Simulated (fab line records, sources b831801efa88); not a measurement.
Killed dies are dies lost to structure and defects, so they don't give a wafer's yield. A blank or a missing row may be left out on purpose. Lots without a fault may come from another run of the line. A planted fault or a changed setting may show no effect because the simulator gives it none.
Which tool did it? | flow gf180mcu | 11 lots, 33 wafers sampled, at 5 steps of a route of 602

WHAT THE GAUGES READ, wafer by wafer
GF_NWELL_TW_MEAS_11. Usual: NWELL_TW 1566, standard deviation 17.
lot  | measured    | on            | NWELL_TW       | flag
L122 | day 3 18:43 | film_metro-04 | 1554 1556 1557 |
L125 | day 4 09:50 | film_metro-02 | 1400 1407 1413 | OFF
L129 | day 5 08:29 | film_metro-02 | 1413 1417 1418 | OFF
L133 | day 6 10:13 | film_metro-02 | 1592 1581 1572 |
L135 | day 6 19:07 | film_metro-04 | 1553 1552 1556 |
L137 | day 7 04:53 | film_metro-04 | 1558 1560 1558 |
L139 | day 7 18:44 | film_metro-04 | 1560 1555 1565 |
L140 | day 7 22:49 | film_metro-02 | 1570 1569 1570 |
L141 | day 8 03:49 | film_metro-01 | 1547 1537 1539 |
L142 | day 8 08:53 | film_metro-01 | 1538 1548 1541 |
L143 | day 8 15:28 | film_metro-02 | 1577 1572 1570 |

GF_VT_IMPLANT_RS_MEAS_47: measures by four-point-probe. Usual: NWELL_RS 488.2 ohm/sq, standard deviation 1.5.
lot  | measured     | on            | NWELL_RS (ohm/sq) | flag
L122 | day 8 03:28  | film_metro-02 | 489.2 489.6 489.5 |
L125 | day 8 21:37  | film_metro-02 | 617.3 618.9 617.6 | OFF
L129 | day 10 00:23 | film_metro-01 | 612.2 615.4 613.7 | OFF
L133 | day 11 07:49 | film_metro-01 | 487.4 488.2 489.9 |
L135 | day 11 19:45 | film_metro-01 | 489.7 489.7 490.6 |
L137 | day 12 05:34 | film_metro-01 | 488.6 487.6 488.9 |
L139 | day 12 23:43 | film_metro-04 | 488.4 489.4 489.4 |
L140 | day 13 05:38 | film_metro-01 | 489.0 488.0 489.8 |
L141 | day 13 12:38 | film_metro-02 | 488.5 487.3 487.4 |
L142 | day 13 16:49 | film_metro-02 | 488.4 487.2 489.7 |
L143 | day 14 00:12 | film_metro-04 | 487.9 490.0 487.2 |

WHICH TOOL RAN EACH LOT (tool, then ch and the chambers of the sampled wafers, then the start)
lot  | GF_DNWELL_STRIP_08                  | GF_NWELL_IMPLANT_08            | GF_VT_IMPLANT_STRIP_20
L122 | plasma_asher-04 ch 0,1, day 3 05:26 | implanter-04 ch 0, day 3 18:19 | plasma_asher-02 ch 0,1, day 6 18:22
L125 | plasma_asher-03 ch 0,1, day 3 20:09 | implanter-04 ch 0, day 4 09:26 | plasma_asher-02 ch 0, day 7 11:38
L129 | plasma_asher-01 ch 0, day 4 18:42   | implanter-04 ch 0, day 5 08:05 | plasma_asher-04 ch 0,1, day 8 14:11
L133 | plasma_asher-04 ch 0,1, day 5 18:33 | implanter-02 ch 0, day 6 09:50 | plasma_asher-01 ch 0,1, day 9 20:26
L135 | plasma_asher-03 ch 0,1, day 6 03:15 | implanter-01 ch 0, day 6 18:43 | plasma_asher-04 ch 0,1, day 10 07:02
L137 | plasma_asher-04 ch 0, day 6 13:39   | implanter-02 ch 0, day 7 04:29 | plasma_asher-01 ch 0,1, day 10 16:25
L139 | plasma_asher-04 ch 0,1, day 7 01:47 | implanter-02 ch 0, day 7 18:20 | plasma_asher-04 ch 0,1, day 11 08:29
L140 | plasma_asher-04 ch 0,1, day 7 06:42 | implanter-01 ch 0, day 7 22:25 | plasma_asher-02 ch 0,1, day 11 14:49
L141 | plasma_asher-03 ch 0,1, day 7 10:41 | implanter-02 ch 0, day 8 03:25 | plasma_asher-01 ch 1, day 11 19:47
L142 | plasma_asher-04 ch 0,1, day 7 16:32 | implanter-02 ch 0, day 8 08:29 | plasma_asher-01 ch 0,1, day 12 00:32
L143 | plasma_asher-04 ch 0,1, day 7 22:20 | implanter-04 ch 0, day 8 15:07 | plasma_asher-04 ch 0,1, day 12 08:02
- GF_DNWELL_STRIP_08: strips in O2/N2.
- GF_NWELL_IMPLANT_08
- GF_VT_IMPLANT_STRIP_20: strips in O2/N2.

WHAT THE TOOLS THEMSELVES READ (means of the sampled wafers that have a number; where no wafer has one, the mark that the record gives instead)
GF_DNWELL_STRIP_08. Usual: drypump_motor_current_A 5.7 A, standard deviation 0.54; heater_power_w 348 W, standard deviation 34; oes_product_au 0.723 a.u., standard deviation 0.0042; strip_time_to_endpoint_s 37.01 s, standard deviation 0.094.
lot  | tool            | drypump_motor_current_A (A) | heater_power_w (W) | oes_product_au (a.u.) | strip_time_to_endpoint_s (s) | flag
L122 | plasma_asher-04 | 5.6                         | 387                | 0.722                 | 36.85                        |
L125 | plasma_asher-03 | 5.6                         | 322                | 0.727                 | 37.08                        |
L129 | plasma_asher-01 | 5.9                         | 317                | 0.721                 | 36.88                        |
L133 | plasma_asher-04 | 5.4                         | 379                | 0.723                 | 37.04                        |
L135 | plasma_asher-03 | 5.3                         | 317                | 0.728                 | 37.07                        |
L137 | plasma_asher-04 | 5.9                         | 398                | 0.724                 | 37.13                        |
L139 | plasma_asher-04 | 5.4                         | 381                | 0.725                 | 36.97                        |
L140 | plasma_asher-04 | 5.6                         | 387                | 0.722                 | 37.01                        |
L141 | plasma_asher-03 | 5.3                         | 316                | 0.722                 | 36.99                        |
L142 | plasma_asher-04 | 5.6                         | 388                | 0.724                 | 37.02                        |
L143 | plasma_asher-04 | 5.4                         | 381                | 0.720                 | 37.05                        |

GF_NWELL_IMPLANT_08. Usual: beam_energy_keV 449.98, standard deviation 0.13; dose_ions_cm2 1.4996e+13, standard deviation 1.6e+10; faraday_current_uA 84.9, standard deviation 1.8.
lot  | tool         | beam_energy_keV | dose_ions_cm2 | faraday_current_uA | flag
L122 | implanter-04 | 450.12          | 1.4983e+13    | 84.2               |
L125 | implanter-04 | 449.89          | 9.6793e+12    | 54.4               | OFF
L129 | implanter-04 | 450.02          | 9.6800e+12    | 53.9               | OFF
L133 | implanter-02 | 449.94          | 1.5010e+13    | 82.6               |
L135 | implanter-01 | 449.93          | 1.4999e+13    | 85.7               |
L137 | implanter-02 | 449.92          | 1.4996e+13    | 85.9               |
L139 | implanter-02 | 450.00          | 1.5006e+13    | 85.8               |
L140 | implanter-01 | 449.94          | 1.4989e+13    | 84.6               |
L141 | implanter-02 | 449.98          | 1.4989e+13    | 85.9               |
L142 | implanter-02 | 450.16          | 1.4991e+13    | 84.4               |
L143 | implanter-04 | 449.97          | 1.5015e+13    | 84.1               |

GF_VT_IMPLANT_STRIP_20. Usual: drypump_motor_current_A 6.0 A, standard deviation 0.52; heater_power_w 356 W, standard deviation 41; oes_product_au 0.716 a.u., standard deviation 0.0043; strip_time_to_endpoint_s 12.61 s, standard deviation 0.034.
lot  | tool            | drypump_motor_current_A (A) | heater_power_w (W) | oes_product_au (a.u.) | strip_time_to_endpoint_s (s) | flag
L122 | plasma_asher-02 | 6.4                         | 338                | 0.715                 | 12.63                        |
L125 | plasma_asher-02 | 6.0                         | 407                | 0.716                 | 12.58                        |
L129 | plasma_asher-04 | 5.4                         | 375                | 0.717                 | 12.61                        |
L133 | plasma_asher-01 | 6.1                         | 323                | 0.720                 | 12.60                        |
L135 | plasma_asher-04 | 5.6                         | 386                | 0.714                 | 12.64                        |
L137 | plasma_asher-01 | 6.2                         | 317                | 0.715                 | 12.58                        |
L139 | plasma_asher-04 | 5.4                         | 373                | 0.719                 | 12.57                        |
L140 | plasma_asher-02 | 6.4                         | 345                | 0.713                 | 12.57                        |
L141 | plasma_asher-01 | 6.6                         | 321                | 0.716                 | 12.60                        |
L142 | plasma_asher-01 | 6.1                         | 314                | 0.714                 | 12.60                        |
L143 | plasma_asher-04 | 5.4                         | 376                | 0.716                 | 12.60                        |

THE ANSWER, worked out from the rows above alone
Rule: a lot is off if the mean of its wafers that have a number lies more than 3 standard deviations from the usual mean. A lot without any number at a reading at which 4 lots or more have one is off too. The other lots that the step has rows for count as sound. The gauges are gone through in route order, then the tools' own readings, and for those a lot's mean is taken as printed above. The first step at which some lot is off is used, and at that step the reading that is off furthest; a lot without a number counts as furthest.
Off: L125, L129, at GF_NWELL_TW_MEAS_11 (NWELL_TW).
A tool fits if, at a process step before that reading, it ran every lot that is off, and no sound lot after the first of them. The gauges at GF_NWELL_TW_MEAS_11 aren't tried: what is off there is off at GF_NWELL_IMPLANT_08 too, on other tools, and a gauge's error can't cause that. None of those tried fits.

WHAT THE SIMULATOR HAD PUT IN
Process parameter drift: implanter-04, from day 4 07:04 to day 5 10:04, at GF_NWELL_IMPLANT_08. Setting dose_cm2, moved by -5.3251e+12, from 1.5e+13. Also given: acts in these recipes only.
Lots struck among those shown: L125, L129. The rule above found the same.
